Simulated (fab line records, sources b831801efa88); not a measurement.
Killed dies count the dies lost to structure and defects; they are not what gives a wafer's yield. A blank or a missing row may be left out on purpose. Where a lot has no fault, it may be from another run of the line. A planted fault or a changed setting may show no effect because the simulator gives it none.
Which tool did it? :: flow sky130 :: 14 lots, 42 wafers sampled, at 1 step of a route of 708

## WHAT EACH GAUGE READ, for each wafer
SKY_NWELL_OVL_MEAS_23. Usual: NWELL_01_OVL typically reads 0.4 nm, with standard deviation 1.3.
lot: L680
measured: day 5 10:56
on: overlay-02
NWELL_01_OVL (nm): -0.4 -2.2 -0.9
flag: 

lot: L682
measured: day 5 23:50
on: overlay-01
NWELL_01_OVL (nm): -0.5 0.5 -1.3
flag: 

lot: L685
measured: day 6 15:02
on: overlay-01
NWELL_01_OVL (nm): 0.5 0.5 0.6
flag: 

lot: L686
measured: day 6 20:57
on: overlay-01
NWELL_01_OVL (nm): -0.4 -0.8 0.7
flag: 

lot: L687
measured: day 7 08:23
on: overlay-01
NWELL_01_OVL (nm): 0.6 -1.5 2.1
flag: 

lot: L688
measured: day 7 22:00
on: overlay-01
NWELL_01_OVL (nm): 2.4 2.9 3.8
flag: 

lot: L690
measured: day 8 07:11
on: overlay-02
NWELL_01_OVL (nm): 1.0 2.1 1.1
flag: 

lot: L692
measured: day 8 13:06
on: overlay-01
NWELL_01_OVL (nm): -1.9 -1.1 0.1
flag: 

lot: L691
measured: day 8 14:38
on: overlay-01
NWELL_01_OVL (nm): 1.9 -0.4 1.1
flag: 

lot: L693
measured: day 8 18:54
on: overlay-02
NWELL_01_OVL (nm): 1.2 0.0 0.0
flag: 

lot: L700
measured: day 10 15:02
on: overlay-01
NWELL_01_OVL (nm): -0.4 -1.2 -0.2
flag: 

lot: L701
measured: day 10 18:24
on: overlay-01
NWELL_01_OVL (nm): -0.6 0.2 -0.2
flag: 

lot: L702
measured: day 11 01:13
on: overlay-02
NWELL_01_OVL (nm): 0.5 1.7 -0.1
flag: 

lot: L703
measured: day 11 11:36
on: overlay-01
NWELL_01_OVL (nm): 0.5 0.6 -0.1
flag: 

## WHICH TOOL RAN EACH LOT (tool, then ch and the chambers of the sampled wafers, then the start)
Record: no process step prior to these readings.

## AS READ BY THE TOOLS THEMSELVES (means over the sampled wafers that have a number; for cases with no such wafer, the mark the record gives instead)
The record holds no such reading with a usual standard deviation.

## THE ANSWER, worked out from the rows above alone
Rule: lot off if the mean of its wafers having a number is beyond 3 standard deviations from the usual mean. A lot without any number at a reading at which 4 lots or more have one is off too. The other lots that the step has rows for count as sound. The gauges are gone through in route order, then the tools' own readings, and for those a lot's mean is taken as printed above. At the first step where some lot is off, the reading lying furthest off is the one used; lots without a number count as furthest.
No lot is off at any reading shown: from this, nothing can be told.

## WHAT HAD BEEN PUT IN BY THE SIMULATOR
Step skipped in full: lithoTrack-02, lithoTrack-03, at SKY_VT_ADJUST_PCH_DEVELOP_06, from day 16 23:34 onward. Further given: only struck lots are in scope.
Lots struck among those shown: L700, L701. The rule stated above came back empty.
